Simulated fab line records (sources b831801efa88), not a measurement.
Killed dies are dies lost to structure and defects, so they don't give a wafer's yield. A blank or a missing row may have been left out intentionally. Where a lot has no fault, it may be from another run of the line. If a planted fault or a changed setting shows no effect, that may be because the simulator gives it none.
fab line records | flow gf180mcu
record: lots: 14 wafers: 42 last_day: 35
route steps=602 shown V2@385
lots that met no fault: from a run of the same line without faults
start_h: the number of hours between the record's first day and the start of the first shown wafer of the lot | wait_h: hours elapsed since this lot's preceding step | " the same as in the row above | L1.1+2: a single row standing in for several wafers | - value missing, or start not given | * or withheld: withheld | < > ~ a bound
route shown NAME@n: names a module that has steps shown in the file, with the first one's number in the route | usual: mean/standard deviation of fault-free wafers | same: alike in all rows | chamber/n: place in a boat | sites: per-site readings | _std_site: how widely they spread, as a standard deviation | _edge_site: the outer-site mean with the inner-site mean subtracted | radius_mm: for every site, how far away it sits from the centre of the wafer | mask NAME#n: copy n | behind: the tool/chamber that last shaped the wafer | hold: the reason the lot was held/the length of the hold in hours/how it ended | device: the transistor (n, p or np) that didn't switch | end of line: tests run on the same wafers once the route is complete | where a step has no rows: the recipe by itself | killed: count of dies lost to structure and defects at first sort (not the wafer's yield) | map: a wafer's dies, x killed, . not, _ none there
set.NAME: setting as actually run; set.NAME@STEP: the setting as run at that earlier step | model.NAME: the simulator's own value behind a step, which no gauge read
steps of the route over a sample of lots; a table a step, a row a wafer
services: from which hour (start_h, from the record's first day; less than 0 if before it) a tool's chamber was out of use, for how many hours, and why
== steps ==
step: GF_V2_THK_MEAS_03
recipe: reads: SiO2_of_V2_CVD_02
usual: V2_CVD_02_THK: 850/10
columns lot.wafer tool chamber start_h wait_h V2_CVD_02_THK[nm]
L686.1 film_metro-02 - 458.25 0.0 848
L686.2 " - " " 837
L686.3 " - " " 841
L687.1 film_metro-04 - 465.25 0.0 844
L687.2 " - " " 843
L687.5 " - " " 850
L688.1 film_metro-02 - 473.18 0.0 846
L688.2 " - " " 852
L688.3 " - " " 837
L689.3 film_metro-01 - 481.45 0.1 844
L689.5 " - " " 857
L689.6 " - " " 876
L691.2 film_metro-02 - 497.63 0.0 840
L691.3 " - " " 842
L691.5 " - " " 854
L692.1 film_metro-01 - 512.25 0.0 844
L692.3 " - " " 849
L692.4 " - " " 858
L698.3 film_metro-01 - 560.81 0.1 855
L698.5 " - " " 863
L698.6 " - " " 863
L699.1 film_metro-02 - 566.57 0.0 844
L699.2 " - " " 853
L699.3 " - " " 838
L703.1 film_metro-02 - 596.86 0.0 836
L703.2 " - " " 838
L703.4 " - " " 856
L704.1 film_metro-01 - 604.94 0.0 848
L704.2 " - " " 837
L704.4 " - " " 858
L705.1 film_metro-02 - 610.22 0.0 840
L705.2 " - " " 831
L705.5 " - " " 849
L706.1 film_metro-02 - 624.33 0.0 847
L706.4 " - " " 849
L706.6 " - " " 855
L707.2 film_metro-02 - 627.10 0.0 838
L707.4 " - " " 854
L707.6 " - " " 851
L709.2 film_metro-04 - 638.63 0.0 836
L709.3 " - " " 837
L709.6 " - " " 850
step: GF_V2_CD_MEAS_14
recipe: target_cd_nm: 260
usual: cd_nm: 259.7/1
columns lot.wafer tool chamber start_h wait_h cd_nm
L686.1 cd_sem-01 - 482.87 0.1 260.9
L686.2 " - " " 259.2
L686.3 " - " " 260.5
L687.1 cd_sem-01 - 490.37 0.1 259.1
L687.2 " - " " 259.5
L687.5 " - " " 259.1
L688.1 cd_sem-02 - 498.32 0.1 257.8
L688.2 " - " " 259.5
L688.3 " - " " 259.2
L689.3 cd_sem-01 - 506.01 0.1 260.9
L689.5 " - " " 259.5
L689.6 " - " " 260.3
L691.2 cd_sem-02 - 521.94 0.1 260.0
L691.3 " - " " 260.6
L691.5 " - " " 260.7
L692.1 cd_sem-01 - 535.82 0.1 258.4
L692.3 " - " " 258.6
L692.4 " - " " 258.8
L698.3 cd_sem-02 - 582.36 0.1 259.5
L698.5 " - " " 259.8
L698.6 " - " " 259.0
L699.1 cd_sem-01 - 589.63 0.1 261.3
L699.2 " - " " 260.6
L699.3 " - " " 261.4
L703.1 cd_sem-01 - 618.59 0.1 260.5
L703.2 " - " " 260.0
L703.4 " - " " 260.6
L704.1 cd_sem-01 - 626.77 0.1 260.4
L704.2 " - " " 260.6
L704.4 " - " " 259.9
L705.1 cd_sem-02 - 631.73 0.1 260.0
L705.2 " - " " 259.4
L705.5 " - " " 258.9
L706.1 cd_sem-02 - 644.73 0.1 259.0
L706.4 " - " " 258.8
L706.6 " - " " 259.5
L707.2 cd_sem-02 - 648.29 0.1 259.3
L707.4 " - " " 259.8
L707.6 " - " " 260.5
L709.2 cd_sem-02 - 658.55 0.1 261.0
L709.3 " - " " 260.8
L709.6 " - " " 260.6
step: GF_V2_ETCH_17
recipe: chemistry: C4F8/O2/Ar mask_material: KrF target: SiO2 stop_on: TiN source_w: 1500 bias_w: 1200 pressure_mtorr: 40 c4f8_flow_sccm: withheld O2_flow_sccm: 6 Ar_flow_sccm: 300 time_s: withheld target_depth_a: 6300
usual: bias_w: 1200/3.9 chamber_pressure_mTorr: 40.00/0.034 oes_product_au: 0.855/0.0049
columns lot.wafer tool chamber start_h wait_h bias_w chamber_pressure_mTorr oes_product_au
L686.1 rie_diel-04 3 483 - 1206 39.97 0.856
L686.2 " 2 " " 1198 39.96 0.856
L686.3 " 0 " " 1202 40.07 0.856
L687.1 rie_diel-04 3 490 - 1203 39.96 0.857
L687.2 " 1 " " 1193 39.99 0.856
L687.5 " 2 " " 1196 40.01 0.850
L688.1 rie_diel-01 2 498 - 1203 40.01 0.854
L688.2 " 0 " " 1200 39.99 0.859
L688.3 " 3 " " 1208 39.94 0.855
L689.3 rie_diel-03 3 506 - 1199 40.00 0.846
L689.5 " 2 " " 1203 39.98 0.859
L689.6 " 1 " " 1199 40.01 0.856
L691.2 rie_diel-01 2 522 - 1208 39.97 0.847
L691.3 " 3 " " 1201 39.98 0.850
L691.5 " 3 " " 1202 39.97 0.855
L692.1 rie_diel-01 1 536 - 1193 39.96 0.864
L692.3 " 3 " " 1203 39.97 0.857
L692.4 " 2 " " 1195 39.97 0.850
L698.3 rie_diel-03 0 582 - - - -
L698.5 " 3 " " - - -
L698.6 " 0 " " - - -
L699.1 rie_diel-01 1 589 - - - -
L699.2 " 0 " " - - -
L699.3 " 3 " " - - -
L703.1 rie_diel-01 0 618 - 1202 40.03 0.860
L703.2 " 3 " " 1202 39.97 0.850
L703.4 " 1 " " 1205 39.96 0.856
L704.1 rie_diel-01 0 626 - 1195 40.02 0.848
L704.2 " 1 " " 1199 39.98 0.857
L704.4 " 2 " " 1204 39.96 0.850
L705.1 rie_diel-03 1 631 - 1193 40.02 0.869
L705.2 " 0 " " 1201 40.09 0.855
L705.5 " 2 " " 1200 40.04 0.861
L706.1 rie_diel-04 1 644 - 1197 40.01 0.860
L706.4 " 0 " " 1200 39.99 0.852
L706.6 " 1 " " 1199 40.00 0.858
L707.2 rie_diel-01 2 648 - 1197 39.95 0.850
L707.4 " 3 " " 1203 40.02 0.855
L707.6 " 1 " " 1199 39.96 0.864
L709.2 rie_diel-03 0 658 - 1199 40.01 0.856
L709.3 " 3 " " 1208 40.02 0.855
L709.6 " 1 " " 1204 39.96 0.856
step: GF_V2_STRIP_18
recipe: chemistry: O2/N2 power_w: 1400 pressure_mtorr: 1500 platen_temp_c: 250 o2_flow_sccm: 3000 n2_flow_sccm: 300 overash_fraction: 0.5
usual: drypump_motor_current_A: 5.5/0.3 heater_power_w: 346/28 oes_product_au: 0.593/0.0047 platen_temp_c: 250.02/0.18
columns lot.wafer tool chamber start_h wait_h drypump_motor_current_A heater_power_w oes_product_au platen_temp_c rf_hours_counter_h
L686.1 plasma_asher-02 0 483.15 - 5.3 338 0.591 250.27 5
L686.2 " 1 " " 6.2 378 0.600 249.66 5
L686.3 " 1 " " 6.2 378 0.585 250.06 -
L687.1 plasma_asher-02 0 490.65 - 5.3 344 0.585 250.09 6
L687.2 " 1 " " 6.2 375 0.592 249.91 6
L687.5 " 1 " " 6.2 367 0.605 249.90 -
L688.1 plasma_asher-04 1 498.60 - 5.5 332 0.594 249.88 41
L688.2 " 0 " " 5.6 310 0.592 250.12 41
L688.3 " 1 " " 5.5 338 0.587 249.90 -
L689.3 plasma_asher-04 1 506.29 - 5.4 337 0.600 249.88 -
L689.5 " 0 " " 5.6 301 0.591 250.08 -
L689.6 " 1 " " 5.5 340 0.594 250.03 -
L691.2 plasma_asher-01 1 522.20 - 5.3 331 0.586 249.97 91
L691.3 " 1 " " 5.3 330 0.581 249.83 -
L691.5 " 0 " " 5.6 387 0.594 250.07 -
L692.1 plasma_asher-04 0 536.10 - 5.6 305 0.591 250.09 45
L692.3 " 1 " " 5.5 334 0.592 249.76 -
L692.4 " 0 " " 5.6 296 0.592 250.09 -
L698.3 plasma_asher-01 0 582.63 - 5.6 395 0.664 250.00 -
L698.5 " 1 " " 5.2 330 0.665 249.98 -
L698.6 " 0 " " 5.6 373 0.658 249.84 -
L699.1 plasma_asher-02 1 589.92 - 6.2 373 0.668 249.96 17
L699.2 " 0 " " 5.2 342 0.667 250.51 17
L699.3 " 1 " " 6.2 369 0.667 249.79 -
L703.1 plasma_asher-01 0 618.87 - 5.6 385 0.592 250.24 102
L703.2 " 1 " " 5.3 326 0.593 250.01 102
L703.4 " 1 " " 5.3 330 0.594 250.16 -
L704.1 plasma_asher-01 1 627.05 - 5.3 328 0.597 250.14 103
L704.2 " 0 " " 5.6 385 0.590 250.14 103
L704.4 " 1 " " 5.3 333 0.591 250.19 -
L705.1 plasma_asher-02 0 632.02 - 5.3 335 0.590 250.06 21
L705.2 " 1 " " 6.2 375 0.594 249.94 21
L705.5 " 1 " " 6.2 377 0.597 249.86 -
L706.1 plasma_asher-02 0 645.01 - 5.3 339 0.603 249.79 23
L706.4 " 0 " " 5.3 327 0.601 250.00 -
L706.6 " 0 " " 5.3 336 0.595 249.66 -
L707.2 plasma_asher-01 0 648.55 - 5.6 367 0.601 250.13 106
L707.4 " 0 " " 5.6 383 0.590 250.08 -
L707.6 " 1 " " 5.3 328 0.592 249.91 -
L709.2 plasma_asher-01 1 658.81 - 5.3 329 0.582 250.30 107
L709.3 " 0 " " 5.6 380 0.597 250.24 -
L709.6 " 1 " " 5.3 330 0.592 250.25 -
== services ==
columns tool chamber start_h hours kind
rie_diel-04 0 518.25 2.9 repair
plasma_asher-01 - 528.02 4.3 repair
rie_diel-03 - 543.05 2.8 pm
rie_diel-04 2 563.83 4.9 repair
rie_diel-04 2 568.72 - clean
rie_diel-04 2 568.72 24.9 scheduled_down
rie_diel-04 2 568.72 24.9 vent_cycle
rie_diel-01 3 577.67 10.8 repair
plasma_asher-04 - 580.19 28.1 pm
rie_diel-01 2 588.51 - clean
rie_diel-01 2 588.51 13.8 scheduled_down
rie_diel-01 2 588.51 13.8 vent_cycle
rie_diel-04 1 593.59 - clean
rie_diel-04 1 593.59 31.9 scheduled_down
rie_diel-04 1 593.59 31.9 vent_cycle
plasma_asher-02 - 599.40 2.8 pm
plasma_asher-04 - 626.10 16.2 repair
plasma_asher-04 - 629.58 0.8 repair
rie_diel-04 3 632.31 - clean
rie_diel-04 3 632.31 17.7 scheduled_down
rie_diel-04 3 632.31 17.7 vent_cycle
== key ==
first_sign: step: GF_V2_ETCH_17 reading: tool_record direction: missing
effect: step: GF_V2_STRIP_18 reading: oes_product_au direction: up sigmas: 16 usual: 0.593 struck: 0.665
met_at GF_V2_ETCH_17
struck_lots L698,L699
later_rows_left_out L698.3,L698.5,L698.6,L699.1,L699.2,L699.3
sort_left_out L698.3,L698.5,L698.6,L699.1,L699.2,L699.3
not_acting_at GF_V2_THK_MEAS_03,GF_V2_CD_MEAS_14
onset_between 536 582
fault: kind: skipped_step_whole tool: rie_diel-01,rie_diel-03 chamber: - onset_h: 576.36 steps: GF_V2_ETCH_17 scope: struck_lots_only
sort_left_out: the simulated sort isn't trusted on such a fault, so these wafers' sort isn't shown, and their yield isn't known
later_rows_left_out: the simulator's readings of these wafers behind a module that went badly wrong aren't trusted and aren't shown, but for the sort
